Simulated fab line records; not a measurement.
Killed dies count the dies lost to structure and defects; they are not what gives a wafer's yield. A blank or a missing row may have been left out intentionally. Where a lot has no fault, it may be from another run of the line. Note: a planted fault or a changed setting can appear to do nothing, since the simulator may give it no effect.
fab line records / flow sky130
[record] lots = 13 wafers = 39 lastDay = 50
route steps=708 shown SONOS_ONO@169 RES_PROTECT@215 LDD_LDN@299 PAD_OPEN@708
lots with no fault: from the same line, run without faults
startH: hours from the record's first day to the start of the lot's first wafer shown / waitH: time in hours since the lot's previous step / " identical to the entry in the row above / L1.1+2: a single row standing in for several wafers / - no value present, or no start provided / * or withheld: withheld / < > ~ a bound
route shown NAME@n: NAME is a module with steps in the file, n the number in the route of the first one / usual: mean/standard deviation of fault-free wafers / same: alike in all rows / chamber/n: place in a boat / sites: readings site by site / _std_site: how widely they spread, as a standard deviation / _edge_site: outer sites' mean less inner sites' / radiusMm: how far each site lies from the wafer's centre / mask NAME#n: copy n / behind: the last tool/chamber to shape the wafer / hold: what put the lot on hold/how long, in hours/how the hold closed / device: transistor that didn't switch, given as n, p or np / end of line: tests of these same wafers at the route's end / a step with no rows: only its recipe / killed: not the wafer's yield, but the dies lost to structure and defects at the first sort / map: the dies of a wafer, with x for killed, . for not killed, _ for no die there
set.NAME: the run value of the setting; set.NAME@STEP: its run value at that earlier step / model.NAME: the simulator's own value behind a step, which no gauge read
route steps across a sampled set of lots; one table per step, one row per wafer
services: when a tool's chamber went out of use (startH, in hours from the record's first day, below 0 if earlier), for how many hours, and the reason
[[steps]]
[step SKY_SONOS_ONO_THK_MEAS_01]
[recipe] reads = SiO2_of_SONOS_ONO_OXIDATION_00
[usual] SONOS_ONO_OXIDATION_THK = 2.62/0.053
lot.wafer=L617.2 tool=filmMetro-01 chamber=- startH=267.56 waitH=0.0 SONOS_ONO_OXIDATION_THK[nm]=2.51
lot.wafer=L617.3 tool=filmMetro-01 chamber=- startH=267.56 waitH=0.0 SONOS_ONO_OXIDATION_THK[nm]=2.59
lot.wafer=L617.4 tool=filmMetro-01 chamber=- startH=267.56 waitH=0.0 SONOS_ONO_OXIDATION_THK[nm]=2.55
lot.wafer=L618.1 tool=filmMetro-04 chamber=- startH=277.38 waitH=0.0 SONOS_ONO_OXIDATION_THK[nm]=2.61
lot.wafer=L618.3 tool=filmMetro-04 chamber=- startH=277.38 waitH=0.0 SONOS_ONO_OXIDATION_THK[nm]=2.61
lot.wafer=L618.5 tool=filmMetro-04 chamber=- startH=277.38 waitH=0.0 SONOS_ONO_OXIDATION_THK[nm]=2.59
lot.wafer=L620.1 tool=filmMetro-04 chamber=- startH=301.36 waitH=0.0 SONOS_ONO_OXIDATION_THK[nm]=2.61
lot.wafer=L620.4 tool=filmMetro-04 chamber=- startH=301.36 waitH=0.0 SONOS_ONO_OXIDATION_THK[nm]=2.59
lot.wafer=L620.5 tool=filmMetro-04 chamber=- startH=301.36 waitH=0.0 SONOS_ONO_OXIDATION_THK[nm]=2.54
lot.wafer=L621.3 tool=filmMetro-01 chamber=- startH=301.38 waitH=0.0 SONOS_ONO_OXIDATION_THK[nm]=2.64
lot.wafer=L621.4 tool=filmMetro-01 chamber=- startH=301.38 waitH=0.0 SONOS_ONO_OXIDATION_THK[nm]=2.66
lot.wafer=L621.5 tool=filmMetro-01 chamber=- startH=301.38 waitH=0.0 SONOS_ONO_OXIDATION_THK[nm]=2.57
lot.wafer=L622.1 tool=filmMetro-03 chamber=- startH=307.11 waitH=0.0 SONOS_ONO_OXIDATION_THK[nm]=2.61
lot.wafer=L622.2 tool=filmMetro-03 chamber=- startH=307.11 waitH=0.0 SONOS_ONO_OXIDATION_THK[nm]=2.60
lot.wafer=L622.5 tool=filmMetro-03 chamber=- startH=307.11 waitH=0.0 SONOS_ONO_OXIDATION_THK[nm]=2.57
lot.wafer=L624.3 tool=filmMetro-01 chamber=- startH=319.98 waitH=0.0 SONOS_ONO_OXIDATION_THK[nm]=2.57
lot.wafer=L624.5 tool=filmMetro-01 chamber=- startH=319.98 waitH=0.0 SONOS_ONO_OXIDATION_THK[nm]=2.64
lot.wafer=L624.6 tool=filmMetro-01 chamber=- startH=319.98 waitH=0.0 SONOS_ONO_OXIDATION_THK[nm]=2.68
lot.wafer=L625.1 tool=filmMetro-04 chamber=- startH=328.02 waitH=0.0 SONOS_ONO_OXIDATION_THK[nm]=2.61
lot.wafer=L625.2 tool=filmMetro-04 chamber=- startH=328.02 waitH=0.0 SONOS_ONO_OXIDATION_THK[nm]=2.62
lot.wafer=L625.6 tool=filmMetro-04 chamber=- startH=328.02 waitH=0.0 SONOS_ONO_OXIDATION_THK[nm]=2.72
lot.wafer=L629.1 tool=filmMetro-03 chamber=- startH=355.38 waitH=0.0 SONOS_ONO_OXIDATION_THK[nm]=2.73
lot.wafer=L629.2 tool=filmMetro-03 chamber=- startH=355.38 waitH=0.0 SONOS_ONO_OXIDATION_THK[nm]=2.64
lot.wafer=L629.5 tool=filmMetro-03 chamber=- startH=355.38 waitH=0.0 SONOS_ONO_OXIDATION_THK[nm]=2.63
lot.wafer=L632.1 tool=filmMetro-03 chamber=- startH=396.06 waitH=0.0 SONOS_ONO_OXIDATION_THK[nm]=2.65
lot.wafer=L632.2 tool=filmMetro-03 chamber=- startH=396.06 waitH=0.0 SONOS_ONO_OXIDATION_THK[nm]=2.58
lot.wafer=L632.4 tool=filmMetro-03 chamber=- startH=396.06 waitH=0.0 SONOS_ONO_OXIDATION_THK[nm]=2.53
lot.wafer=L633.2 tool=filmMetro-03 chamber=- startH=399.35 waitH=0.0 SONOS_ONO_OXIDATION_THK[nm]=2.66
lot.wafer=L633.3 tool=filmMetro-03 chamber=- startH=399.35 waitH=0.0 SONOS_ONO_OXIDATION_THK[nm]=2.66
lot.wafer=L633.4 tool=filmMetro-03 chamber=- startH=399.35 waitH=0.0 SONOS_ONO_OXIDATION_THK[nm]=2.63
lot.wafer=L634.2 tool=filmMetro-04 chamber=- startH=399.35 waitH=0.0 SONOS_ONO_OXIDATION_THK[nm]=2.57
lot.wafer=L634.4 tool=filmMetro-04 chamber=- startH=399.35 waitH=0.0 SONOS_ONO_OXIDATION_THK[nm]=2.56
lot.wafer=L634.5 tool=filmMetro-04 chamber=- startH=399.35 waitH=0.0 SONOS_ONO_OXIDATION_THK[nm]=2.61
lot.wafer=L636.1 tool=filmMetro-04 chamber=- startH=417.70 waitH=0.0 SONOS_ONO_OXIDATION_THK[nm]=2.71
lot.wafer=L636.5 tool=filmMetro-04 chamber=- startH=417.70 waitH=0.0 SONOS_ONO_OXIDATION_THK[nm]=2.64
lot.wafer=L636.6 tool=filmMetro-04 chamber=- startH=417.70 waitH=0.0 SONOS_ONO_OXIDATION_THK[nm]=2.71
lot.wafer=L637.1 tool=filmMetro-04 chamber=- startH=425.64 waitH=0.0 SONOS_ONO_OXIDATION_THK[nm]=2.69
lot.wafer=L637.2 tool=filmMetro-04 chamber=- startH=425.64 waitH=0.0 SONOS_ONO_OXIDATION_THK[nm]=2.68
lot.wafer=L637.4 tool=filmMetro-04 chamber=- startH=425.64 waitH=0.0 SONOS_ONO_OXIDATION_THK[nm]=2.66
[step SKY_SONOS_ONO_CD_MEAS_13]
[recipe] targetCdNm = 410
[usual] cdNm = 409.0/1.8
lot.wafer=L617.2 tool=cdSem-01 chamber=- startH=292.30 waitH=0.1 cdNm=408.8
lot.wafer=L617.3 tool=cdSem-01 chamber=- startH=292.30 waitH=0.1 cdNm=408.4
lot.wafer=L617.4 tool=cdSem-01 chamber=- startH=292.30 waitH=0.1 cdNm=407.6
lot.wafer=L618.1 tool=cdSem-02 chamber=- startH=302.88 waitH=0.1 cdNm=407.0
lot.wafer=L618.3 tool=cdSem-02 chamber=- startH=302.88 waitH=0.1 cdNm=407.2
lot.wafer=L618.5 tool=cdSem-02 chamber=- startH=302.88 waitH=0.1 cdNm=408.5
lot.wafer=L621.3 tool=cdSem-02 chamber=- startH=328.77 waitH=0.1 cdNm=408.0
lot.wafer=L621.4 tool=cdSem-02 chamber=- startH=328.77 waitH=0.1 cdNm=407.4
lot.wafer=L621.5 tool=cdSem-02 chamber=- startH=328.77 waitH=0.1 cdNm=409.1
lot.wafer=L620.1 tool=cdSem-02 chamber=- startH=329.25 waitH=0.1 cdNm=408.2
lot.wafer=L620.4 tool=cdSem-02 chamber=- startH=329.25 waitH=0.1 cdNm=407.5
lot.wafer=L620.5 tool=cdSem-02 chamber=- startH=329.25 waitH=0.1 cdNm=409.7
lot.wafer=L622.1 tool=cdSem-02 chamber=- startH=334.50 waitH=0.1 cdNm=411.5
lot.wafer=L622.2 tool=cdSem-02 chamber=- startH=334.50 waitH=0.1 cdNm=412.6
lot.wafer=L622.5 tool=cdSem-02 chamber=- startH=334.50 waitH=0.1 cdNm=409.6
lot.wafer=L624.3 tool=cdSem-01 chamber=- startH=350.27 waitH=0.1 cdNm=407.9
lot.wafer=L624.5 tool=cdSem-01 chamber=- startH=350.27 waitH=0.1 cdNm=408.5
lot.wafer=L624.6 tool=cdSem-01 chamber=- startH=350.27 waitH=0.1 cdNm=407.2
lot.wafer=L625.1 tool=cdSem-02 chamber=- startH=357.15 waitH=0.1 cdNm=410.6
lot.wafer=L625.2 tool=cdSem-02 chamber=- startH=357.15 waitH=0.1 cdNm=410.3
lot.wafer=L625.6 tool=cdSem-02 chamber=- startH=357.15 waitH=0.1 cdNm=411.5
lot.wafer=L629.1 tool=cdSem-02 chamber=- startH=388.03 waitH=0.1 cdNm=414.3
lot.wafer=L629.2 tool=cdSem-02 chamber=- startH=388.03 waitH=0.1 cdNm=411.8
lot.wafer=L629.5 tool=cdSem-02 chamber=- startH=388.03 waitH=0.1 cdNm=412.7
lot.wafer=L632.1 tool=cdSem-02 chamber=- startH=429.65 waitH=0.1 cdNm=408.8
lot.wafer=L632.2 tool=cdSem-02 chamber=- startH=429.65 waitH=0.1 cdNm=409.1
lot.wafer=L632.4 tool=cdSem-02 chamber=- startH=429.65 waitH=0.1 cdNm=411.3
lot.wafer=L633.2 tool=cdSem-02 chamber=- startH=433.77 waitH=0.1 cdNm=409.0
lot.wafer=L633.3 tool=cdSem-02 chamber=- startH=433.77 waitH=0.1 cdNm=407.3
lot.wafer=L633.4 tool=cdSem-02 chamber=- startH=433.77 waitH=0.1 cdNm=409.5
lot.wafer=L634.2 tool=cdSem-01 chamber=- startH=433.87 waitH=0.1 cdNm=410.3
lot.wafer=L634.4 tool=cdSem-01 chamber=- startH=433.87 waitH=0.1 cdNm=409.6
lot.wafer=L634.5 tool=cdSem-01 chamber=- startH=433.87 waitH=0.1 cdNm=408.1
lot.wafer=L636.1 tool=cdSem-01 chamber=- startH=450.10 waitH=0.1 cdNm=410.2
lot.wafer=L636.5 tool=cdSem-01 chamber=- startH=450.10 waitH=0.1 cdNm=409.9
lot.wafer=L636.6 tool=cdSem-01 chamber=- startH=450.10 waitH=0.1 cdNm=408.0
lot.wafer=L637.1 tool=cdSem-02 chamber=- startH=459.15 waitH=0.1 cdNm=407.9
lot.wafer=L637.2 tool=cdSem-02 chamber=- startH=459.15 waitH=0.1 cdNm=408.6
lot.wafer=L637.4 tool=cdSem-02 chamber=- startH=459.15 waitH=0.1 cdNm=408.9
[step SKY_RES_PROTECT_TW_MEAS_08]
[usual] POLY_GATE_TW = 4053/23
lot.wafer=L617.2 tool=filmMetro-04 chamber=- startH=351.03 waitH=0.1 POLY_GATE_TW=4056
lot.wafer=L617.3 tool=filmMetro-04 chamber=- startH=351.03 waitH=0.1 POLY_GATE_TW=4071
lot.wafer=L617.4 tool=filmMetro-04 chamber=- startH=351.03 waitH=0.1 POLY_GATE_TW=4081
lot.wafer=L618.1 tool=filmMetro-03 chamber=- startH=367.99 waitH=0.1 POLY_GATE_TW=4049
lot.wafer=L618.3 tool=filmMetro-03 chamber=- startH=367.99 waitH=0.1 POLY_GATE_TW=4046
lot.wafer=L618.5 tool=filmMetro-03 chamber=- startH=367.99 waitH=0.1 POLY_GATE_TW=4068
lot.wafer=L620.1 tool=filmMetro-04 chamber=- startH=392.25 waitH=0.1 POLY_GATE_TW=4067
lot.wafer=L620.4 tool=filmMetro-04 chamber=- startH=392.25 waitH=0.1 POLY_GATE_TW=4055
lot.wafer=L620.5 tool=filmMetro-04 chamber=- startH=392.25 waitH=0.1 POLY_GATE_TW=4085
lot.wafer=L621.3 tool=filmMetro-04 chamber=- startH=392.57 waitH=0.1 POLY_GATE_TW=4088
lot.wafer=L621.4 tool=filmMetro-04 chamber=- startH=392.57 waitH=0.1 POLY_GATE_TW=4046
lot.wafer=L621.5 tool=filmMetro-04 chamber=- startH=392.57 waitH=0.1 POLY_GATE_TW=4045
lot.wafer=L622.1 tool=filmMetro-04 chamber=- startH=395.87 waitH=0.1 POLY_GATE_TW=4063
lot.wafer=L622.2 tool=filmMetro-04 chamber=- startH=395.87 waitH=0.1 POLY_GATE_TW=4075
lot.wafer=L622.5 tool=filmMetro-04 chamber=- startH=395.87 waitH=0.1 POLY_GATE_TW=4088
lot.wafer=L624.3 tool=filmMetro-04 chamber=- startH=416.27 waitH=0.1 POLY_GATE_TW=4082
lot.wafer=L624.5 tool=filmMetro-04 chamber=- startH=416.27 waitH=0.1 POLY_GATE_TW=4083
lot.wafer=L624.6 tool=filmMetro-04 chamber=- startH=416.27 waitH=0.1 POLY_GATE_TW=4073
lot.wafer=L625.1 tool=filmMetro-04 chamber=- startH=422.90 waitH=0.1 POLY_GATE_TW=4056
lot.wafer=L625.2 tool=filmMetro-04 chamber=- startH=422.90 waitH=0.1 POLY_GATE_TW=4061
lot.wafer=L625.6 tool=filmMetro-04 chamber=- startH=422.90 waitH=0.1 POLY_GATE_TW=4052
lot.wafer=L629.1 tool=filmMetro-02 chamber=- startH=453.55 waitH=0.1 POLY_GATE_TW=4047
lot.wafer=L629.2 tool=filmMetro-02 chamber=- startH=453.55 waitH=0.1 POLY_GATE_TW=4049
lot.wafer=L629.5 tool=filmMetro-02 chamber=- startH=453.55 waitH=0.1 POLY_GATE_TW=4066
lot.wafer=L632.1 tool=filmMetro-03 chamber=- startH=500.65 waitH=0.1 POLY_GATE_TW=4029
lot.wafer=L632.2 tool=filmMetro-03 chamber=- startH=500.65 waitH=0.1 POLY_GATE_TW=4023
lot.wafer=L632.4 tool=filmMetro-03 chamber=- startH=500.65 waitH=0.1 POLY_GATE_TW=4023
lot.wafer=L634.2 tool=filmMetro-04 chamber=- startH=501.16 waitH=0.1 POLY_GATE_TW=4068
lot.wafer=L634.4 tool=filmMetro-04 chamber=- startH=501.16 waitH=0.1 POLY_GATE_TW=4083
lot.wafer=L634.5 tool=filmMetro-04 chamber=- startH=501.16 waitH=0.1 POLY_GATE_TW=4077
lot.wafer=L633.2 tool=filmMetro-02 chamber=- startH=501.78 waitH=0.1 POLY_GATE_TW=4053
lot.wafer=L633.3 tool=filmMetro-02 chamber=- startH=501.78 waitH=0.1 POLY_GATE_TW=4049
lot.wafer=L633.4 tool=filmMetro-02 chamber=- startH=501.78 waitH=0.1 POLY_GATE_TW=4058
lot.wafer=L636.1 tool=filmMetro-03 chamber=- startH=520.45 waitH=0.1 POLY_GATE_TW=4062
lot.wafer=L636.5 tool=filmMetro-03 chamber=- startH=520.45 waitH=0.1 POLY_GATE_TW=4056
lot.wafer=L636.6 tool=filmMetro-03 chamber=- startH=520.45 waitH=0.1 POLY_GATE_TW=4041
lot.wafer=L637.1 tool=filmMetro-02 chamber=- startH=530.75 waitH=0.1 POLY_GATE_TW=4022
lot.wafer=L637.2 tool=filmMetro-02 chamber=- startH=530.75 waitH=0.1 POLY_GATE_TW=4014
lot.wafer=L637.4 tool=filmMetro-02 chamber=- startH=530.75 waitH=0.1 POLY_GATE_TW=4047
[step SKY_LDD_LDN_IMPLANT_10]
[recipe] species = As energyKev = 15 doseCm2 = 1.25e+13 tiltDeg = withheld rotationDeg = 203
[usual] rotationDeg = 203.00/0.05
lot.wafer=L617.2 tool=implanter-01 chamber=0 startH=536.89 waitH=0.1 rotationDeg=202.94
lot.wafer=L617.3 tool=implanter-01 chamber=0 startH=536.89 waitH=0.1 rotationDeg=203.08
lot.wafer=L617.4 tool=implanter-01 chamber=0 startH=536.89 waitH=0.1 rotationDeg=202.98
lot.wafer=L618.1 tool=implanter-04 chamber=0 startH=558.58 waitH=0.1 rotationDeg=203.02
lot.wafer=L618.3 tool=implanter-04 chamber=0 startH=558.58 waitH=0.1 rotationDeg=203.02
lot.wafer=L618.5 tool=implanter-04 chamber=0 startH=558.58 waitH=0.1 rotationDeg=203.00
lot.wafer=L620.1 tool=implanter-04 chamber=0 startH=577.28 waitH=0.1 rotationDeg=203.02
lot.wafer=L620.4 tool=implanter-04 chamber=0 startH=577.28 waitH=0.1 rotationDeg=202.90
lot.wafer=L620.5 tool=implanter-04 chamber=0 startH=577.28 waitH=0.1 rotationDeg=203.01
lot.wafer=L621.3 tool=implanter-04 chamber=0 startH=581.28 waitH=0.1 rotationDeg=203.00
lot.wafer=L621.4 tool=implanter-04 chamber=0 startH=581.28 waitH=0.1 rotationDeg=202.99
lot.wafer=L621.5 tool=implanter-04 chamber=0 startH=581.28 waitH=0.1 rotationDeg=202.99
lot.wafer=L622.1 tool=implanter-01 chamber=0 startH=582.13 waitH=0.1 rotationDeg=203.08
lot.wafer=L622.2 tool=implanter-01 chamber=0 startH=582.13 waitH=0.1 rotationDeg=202.98
lot.wafer=L622.5 tool=implanter-01 chamber=0 startH=582.13 waitH=0.1 rotationDeg=203.15
lot.wafer=L624.3 tool=implanter-03 chamber=0 startH=605.68 waitH=0.1 rotationDeg=203.04
lot.wafer=L624.5 tool=implanter-03 chamber=0 startH=605.68 waitH=0.1 rotationDeg=202.96
lot.wafer=L624.6 tool=implanter-03 chamber=0 startH=605.68 waitH=0.1 rotationDeg=203.00
lot.wafer=L625.1 tool=implanter-04 chamber=0 startH=613.58 waitH=0.1 rotationDeg=203.00
lot.wafer=L625.2 tool=implanter-04 chamber=0 startH=613.58 waitH=0.1 rotationDeg=202.93
lot.wafer=L625.6 tool=implanter-04 chamber=0 startH=613.58 waitH=0.1 rotationDeg=202.96
lot.wafer=L629.1 tool=implanter-03 chamber=0 startH=636.01 waitH=0.1 rotationDeg=202.95
lot.wafer=L629.2 tool=implanter-03 chamber=0 startH=636.01 waitH=0.1 rotationDeg=202.98
lot.wafer=L629.5 tool=implanter-03 chamber=0 startH=636.01 waitH=0.1 rotationDeg=202.99
lot.wafer=L632.1 tool=implanter-03 chamber=0 startH=682.68 waitH=0.1 rotationDeg=202.98
lot.wafer=L632.2 tool=implanter-03 chamber=0 startH=682.68 waitH=0.1 rotationDeg=203.13
lot.wafer=L632.4 tool=implanter-03 chamber=0 startH=682.68 waitH=0.1 rotationDeg=203.01
lot.wafer=L632.1 tool=implanter-03 chamber=0 startH=683.00 waitH=0.3 rotationDeg=202.97
lot.wafer=L632.2 tool=implanter-03 chamber=0 startH=683.00 waitH=0.3 rotationDeg=202.93
lot.wafer=L632.4 tool=implanter-03 chamber=0 startH=683.00 waitH=0.3 rotationDeg=203.02
lot.wafer=L633.2 tool=implanter-04 chamber=0 startH=683.39 waitH=0.1 rotationDeg=202.96
lot.wafer=L633.3 tool=implanter-04 chamber=0 startH=683.39 waitH=0.1 rotationDeg=203.03
lot.wafer=L633.4 tool=implanter-04 chamber=0 startH=683.39 waitH=0.1 rotationDeg=202.96
lot.wafer=L633.2 tool=implanter-04 chamber=0 startH=683.71 waitH=0.3 rotationDeg=202.95
lot.wafer=L633.3 tool=implanter-04 chamber=0 startH=683.71 waitH=0.3 rotationDeg=203.09
lot.wafer=L633.4 tool=implanter-04 chamber=0 startH=683.71 waitH=0.3 rotationDeg=203.03
lot.wafer=L634.2 tool=implanter-01 chamber=0 startH=683.61 waitH=0.1 rotationDeg=203.03
lot.wafer=L634.4 tool=implanter-01 chamber=0 startH=683.61 waitH=0.1 rotationDeg=202.92
lot.wafer=L634.5 tool=implanter-01 chamber=0 startH=683.61 waitH=0.1 rotationDeg=202.98
lot.wafer=L636.1 tool=implanter-01 chamber=0 startH=700.68 waitH=0.1 rotationDeg=203.03
lot.wafer=L636.5 tool=implanter-01 chamber=0 startH=700.68 waitH=0.1 rotationDeg=202.97
lot.wafer=L636.6 tool=implanter-01 chamber=0 startH=700.68 waitH=0.1 rotationDeg=203.05
lot.wafer=L636.1 tool=implanter-01 chamber=0 startH=701.00 waitH=0.3 rotationDeg=203.05
lot.wafer=L636.5 tool=implanter-01 chamber=0 startH=701.00 waitH=0.3 rotationDeg=202.95
lot.wafer=L636.6 tool=implanter-01 chamber=0 startH=701.00 waitH=0.3 rotationDeg=202.99
lot.wafer=L637.1 tool=implanter-03 chamber=0 startH=707.18 waitH=0.1 rotationDeg=203.03
lot.wafer=L637.2 tool=implanter-03 chamber=0 startH=707.18 waitH=0.1 rotationDeg=203.03
lot.wafer=L637.4 tool=implanter-03 chamber=0 startH=707.18 waitH=0.1 rotationDeg=202.94
[step SKY_LDD_LDN_TW_MEAS_13]
[usual] LDD_LDN_TW = 1483/12
lot.wafer=L617.2 tool=filmMetro-01 chamber=- startH=537.27 waitH=0.1 LDD_LDN_TW=1460
lot.wafer=L617.3 tool=filmMetro-01 chamber=- startH=537.27 waitH=0.1 LDD_LDN_TW=1465
lot.wafer=L617.4 tool=filmMetro-01 chamber=- startH=537.27 waitH=0.1 LDD_LDN_TW=1462
lot.wafer=L618.1 tool=filmMetro-03 chamber=- startH=558.98 waitH=0.1 LDD_LDN_TW=1477
lot.wafer=L618.3 tool=filmMetro-03 chamber=- startH=558.98 waitH=0.1 LDD_LDN_TW=1479
lot.wafer=L618.5 tool=filmMetro-03 chamber=- startH=558.98 waitH=0.1 LDD_LDN_TW=1486
lot.wafer=L620.1 tool=filmMetro-04 chamber=- startH=577.68 waitH=0.1 LDD_LDN_TW=1490
lot.wafer=L620.4 tool=filmMetro-04 chamber=- startH=577.68 waitH=0.1 LDD_LDN_TW=1485
lot.wafer=L620.5 tool=filmMetro-04 chamber=- startH=577.68 waitH=0.1 LDD_LDN_TW=1488
lot.wafer=L621.3 tool=filmMetro-04 chamber=- startH=581.65 waitH=0.1 LDD_LDN_TW=1492
lot.wafer=L621.4 tool=filmMetro-04 chamber=- startH=581.65 waitH=0.1 LDD_LDN_TW=1496
lot.wafer=L621.5 tool=filmMetro-04 chamber=- startH=581.65 waitH=0.1 LDD_LDN_TW=1485
lot.wafer=L622.1 tool=filmMetro-03 chamber=- startH=582.53 waitH=0.1 LDD_LDN_TW=1475
lot.wafer=L622.2 tool=filmMetro-03 chamber=- startH=582.53 waitH=0.1 LDD_LDN_TW=1484
lot.wafer=L622.5 tool=filmMetro-03 chamber=- startH=582.53 waitH=0.1 LDD_LDN_TW=1476
lot.wafer=L624.3 tool=filmMetro-03 chamber=- startH=606.05 waitH=0.1 LDD_LDN_TW=1488
lot.wafer=L624.5 tool=filmMetro-03 chamber=- startH=606.05 waitH=0.1 LDD_LDN_TW=1495
lot.wafer=L624.6 tool=filmMetro-03 chamber=- startH=606.05 waitH=0.1 LDD_LDN_TW=1489
lot.wafer=L625.1 tool=filmMetro-01 chamber=- startH=613.98 waitH=0.1 LDD_LDN_TW=1458
lot.wafer=L625.2 tool=filmMetro-01 chamber=- startH=613.98 waitH=0.1 LDD_LDN_TW=1470
lot.wafer=L625.6 tool=filmMetro-01 chamber=- startH=613.98 waitH=0.1 LDD_LDN_TW=1464
lot.wafer=L629.1 tool=filmMetro-03 chamber=- startH=636.41 waitH=0.1 LDD_LDN_TW=1484
lot.wafer=L629.2 tool=filmMetro-03 chamber=- startH=636.41 waitH=0.1 LDD_LDN_TW=1484
lot.wafer=L629.5 tool=filmMetro-03 chamber=- startH=636.41 waitH=0.1 LDD_LDN_TW=1487
lot.wafer=L632.1 tool=filmMetro-01 chamber=- startH=683.40 waitH=0.1 LDD_LDN_TW=1566
lot.wafer=L632.2 tool=filmMetro-01 chamber=- startH=683.40 waitH=0.1 LDD_LDN_TW=1573
lot.wafer=L632.4 tool=filmMetro-01 chamber=- startH=683.40 waitH=0.1 LDD_LDN_TW=1563
lot.wafer=L632.1 tool=filmMetro-01 chamber=- startH=683.63 waitH=0.2 LDD_LDN_TW=1564
lot.wafer=L632.2 tool=filmMetro-01 chamber=- startH=683.63 waitH=0.2 LDD_LDN_TW=1568
lot.wafer=L632.4 tool=filmMetro-01 chamber=- startH=683.63 waitH=0.2 LDD_LDN_TW=1574
lot.wafer=L634.2 tool=filmMetro-04 chamber=- startH=683.99 waitH=0.1 LDD_LDN_TW=1488
lot.wafer=L634.4 tool=filmMetro-04 chamber=- startH=683.99 waitH=0.1 LDD_LDN_TW=1489
lot.wafer=L634.5 tool=filmMetro-04 chamber=- startH=683.99 waitH=0.1 LDD_LDN_TW=1485
lot.wafer=L633.2 tool=filmMetro-01 chamber=- startH=684.09 waitH=0.1 LDD_LDN_TW=1567
lot.wafer=L633.3 tool=filmMetro-01 chamber=- startH=684.09 waitH=0.1 LDD_LDN_TW=1568
lot.wafer=L633.4 tool=filmMetro-01 chamber=- startH=684.09 waitH=0.1 LDD_LDN_TW=1564
lot.wafer=L633.2 tool=filmMetro-01 chamber=- startH=684.32 waitH=0.2 LDD_LDN_TW=1568
lot.wafer=L633.3 tool=filmMetro-01 chamber=- startH=684.32 waitH=0.2 LDD_LDN_TW=1566
lot.wafer=L633.4 tool=filmMetro-01 chamber=- startH=684.32 waitH=0.2 LDD_LDN_TW=1573
lot.wafer=L636.1 tool=filmMetro-04 chamber=- startH=701.46 waitH=0.1 LDD_LDN_TW=1593
lot.wafer=L636.5 tool=filmMetro-04 chamber=- startH=701.46 waitH=0.1 LDD_LDN_TW=1596
lot.wafer=L636.6 tool=filmMetro-04 chamber=- startH=701.46 waitH=0.1 LDD_LDN_TW=1600
lot.wafer=L636.1 tool=filmMetro-04 chamber=- startH=701.77 waitH=0.3 LDD_LDN_TW=1583
lot.wafer=L636.5 tool=filmMetro-04 chamber=- startH=701.77 waitH=0.3 LDD_LDN_TW=1598
lot.wafer=L636.6 tool=filmMetro-04 chamber=- startH=701.77 waitH=0.3 LDD_LDN_TW=1597
lot.wafer=L637.1 tool=filmMetro-03 chamber=- startH=707.58 waitH=0.1 LDD_LDN_TW=1490
lot.wafer=L637.2 tool=filmMetro-03 chamber=- startH=707.58 waitH=0.1 LDD_LDN_TW=1495
lot.wafer=L637.4 tool=filmMetro-03 chamber=- startH=707.58 waitH=0.1 LDD_LDN_TW=1502
[step SKY_PAD_OPEN_PROBE_99]
[usual] killed_at_M0_to_M3 = 45/7 killed_at_M4_up = 3.4/1.8 killedAtContacts = 24/5.4 killedAtFrontEnd = 16/4.8 killedAtOther = 0.4/0.62 killedDies = 89/10 killedOpen = 48/7.2 killedShort = 40/6.3
[same] grossDies = 492 killedAtBackSide = 0
lot.wafer=L633.2 tool=prober-01 chamber=- startH=1178.47 waitH=0.1 killed_at_M0_to_M3=41 killed_at_M4_up=2 killedAtContacts=13 killedAtFrontEnd=14 killedAtOther=0 killedDies=70 killedOpen=36 killedShort=33
lot.wafer=L633.3 tool=prober-01 chamber=- startH=1178.52 waitH=0.2 killed_at_M0_to_M3=50 killed_at_M4_up=3 killedAtContacts=22 killedAtFrontEnd=14 killedAtOther=0 killedDies=89 killedOpen=51 killedShort=37
lot.wafer=L636.6 tool=prober-01 chamber=- startH=1188.34 waitH=0.2 killed_at_M0_to_M3=32 killed_at_M4_up=3 killedAtContacts=25 killedAtFrontEnd=22 killedAtOther=0 killedDies=82 killedOpen=39 killedShort=43
// killed by level:class
L633.2 VIA1:geometricParticle:open=12 VIA2:geometricParticle:open=6 VIA3:geometricParticle:short=5 LI_CONTACT:geometricParticle:open=4 CONTACT:geometricParticle:open=4 METAL1:geometricParticle:short=4 FIELD_ISO:geometricParticle:open=3 POLY_GATE:geometricParticle:open=3
L633.3 VIA1:geometricParticle:open=12 CONTACT:geometricParticle:open=9 VIA2:geometricParticle:open=8 VIA1:geometricParticle:short=6 VIA3:geometricParticle:open=6 METAL2:geometricParticle:short=5 POLY_GATE:geometricParticle:open=4 POLY_GATE:geometricParticle:short=4
L636.6 CONTACT:geometricParticle:open=13 VIA1:geometricParticle:open=7 CONTACT:geometricParticle:short=6 VIA2:geometricParticle:open=6 METAL2:geometricParticle:short=6 FIELD_ISO:geometricParticle:short=5 SPACER:geometricParticle:short=5 METAL1:geometricParticle:short=5
[[services]]
tool=implanter-04 chamber=- startH=536.26 hours=2.1 kind=repair
tool=implanter-03 chamber=- startH=543.68 hours=2.2 kind=repair
tool=implanter-03 chamber=- startH=623.11 hours=4.1 kind=repair
tool=implanter-04 chamber=- startH=645.27 hours=1.9 kind=repair
tool=implanter-03 chamber=- startH=655.55 hours=4.4 kind=repair
tool=implanter-01 chamber=- startH=676.71 hours=1.2 kind=repair
[[key]]
[firstSign] step = SKY_LDD_LDN_IMPLANT_10 reading = visit direction = added
[effect] step = SKY_LDD_LDN_TW_MEAS_13 reading = visit direction = added
[effect] step = SKY_LDD_LDN_TW_MEAS_13 reading = LDD_LDN_TW direction = up sigmas = 8 usual = 1483 struck = 1577
metAt SKY_LDD_LDN_IMPLANT_10
struckLots L632,L633,L636
testerLeftOut L632,L633,L636
notActingAt SKY_SONOS_ONO_THK_MEAS_01,SKY_SONOS_ONO_CD_MEAS_13,SKY_RES_PROTECT_TW_MEAS_08
[fault] kind = repeatedStepWhole tool = implanter-01,implanter-03,implanter-04 chamber = - onsetH = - steps = SKY_LDD_LDN_IMPLANT_10 times = 1 scope = struckLotsOnly
// testerLeftOut: of these lots the tester's yield and bins aren't shown, on N5 and GAA mostly nor the transistor test; their killed dies are dies lost to structure and defects alone, not to doping, threshold or leakage, so they don't give the yield
